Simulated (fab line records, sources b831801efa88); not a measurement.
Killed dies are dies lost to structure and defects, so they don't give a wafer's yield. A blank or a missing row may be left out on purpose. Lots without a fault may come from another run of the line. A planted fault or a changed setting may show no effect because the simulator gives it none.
A struck lot beside a sound one | flow sky130 | 15 steps out of a route of 708
Sound: wafers L743.2, L743.4, L743.6. Struck: wafers L752.1, L752.3, L752.6. The cause comes at the end.
At each step with rows: each side's tool, then ch and its chambers, then its first start. Under that, the readings that differ: sound wafers | struck wafers | difference of the means | sigmas: that difference in standard deviations of wafers without a fault.
alike: readings whose means differ by less than 2 such deviations, and words and numbers that are the same on both sides. not compared: withheld readings, readings that some wafer has no value for, bounds like >300 that may hide the same value, and numbers for which the record gives no deviation and whose values overlap.
The two part at a step that has a row with sigmas, a row that says differs or no value, or rows on one side only. Numbers that don't overlap but have no deviation are shown without sigmas and don't part them. A reading that every wafer of one side lacks parts them only if that side has two wafers or more.

first, 3 steps without rows for these wafers: SKY_GATE_OXIDE_EXPOSE_07 (exposes mask LVOM, target cd 600 nm); SKY_GATE_OXIDE_PEB_08; SKY_GATE_OXIDE_DEVELOP_09 (develop time 60 s).
SKY_GATE_OXIDE_OVL_MEAS_10:
  sound on overlay-01, day 16 23:07; struck on overlay-01, day 20 12:23
  alike: GATE_OXIDE_OVL
then, 2 steps without rows for these wafers: SKY_GATE_OXIDE_IMPLANT_11; SKY_GATE_OXIDE_WET_ETCH_12 (etches SiO2 in dHF, target depth 16.8 nm, time 336 s).
SKY_GATE_OXIDE_STRIP_13: strips in O2/N2.
  sound on plasma_asher-04 ch 0,1, day 16 23:25; struck on plasma_asher-04 ch 0,1, day 20 12:40
  alike: drypump_motor_current_A, oes_product_au, strip_time_to_endpoint_s
  not compared: rf_hours_counter_h
SKY_GATE_OXIDE_TW_MEAS_14:
  sound on film_metro-03, day 16 23:31; struck on film_metro-01, day 20 12:46
  alike: GATE_OXIDE_TW
then, 3 steps without rows for these wafers: SKY_GATE_OXIDE_CLEAN_15 (cleans in SC1/SC2, time 150 s); SKY_GATE_OXIDE_OXIDATION_16 (stabilise 600 s, purge 300 s, target thk 3.57 nm); SKY_POLY_GATE_CVD_00 (deposits poly-Si, target thk 180 nm, time 720 s).
SKY_POLY_GATE_THK_MEAS_01:
  sound on film_metro-02, day 17 02:22; struck on film_metro-04, day 20 15:37
  alike: POLY_GATE_CVD_00_THK
SKY_RES_PROTECT_DEHYDRATE_00: time 60 s.
  sound on litho_track-03 ch 0, day 17 16:31; struck on litho_track-03 ch 0, day 21 06:44
  reading                  | sound                | struck               | difference | sigmas
  heater_power_total_W (W) | 160.61 160.27 160.36 | 167.57 167.62 167.48 | +7.14      | +55
  plate_temp_C (C)         | 199.96 199.62 199.92 | 207.17 207.13 207.41 | +7.40      | +46
then, 1 step without rows for these wafers: SKY_RES_PROTECT_HMDS_01 (prime time 60 s).
SKY_PAD_OPEN_PROBE_99:
  the record has rows for the sound wafers here (prober-02, day 47 23:01) and none for the struck ones

WHERE THEY PART
First at SKY_RES_PROTECT_DEHYDRATE_00; last, within this record, at SKY_PAD_OPEN_PROBE_99.

WHY: what the simulator had put in
Process parameter drift: litho_track-03, from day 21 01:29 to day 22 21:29, at SKY_RES_PROTECT_DEHYDRATE_00. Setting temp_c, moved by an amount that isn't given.
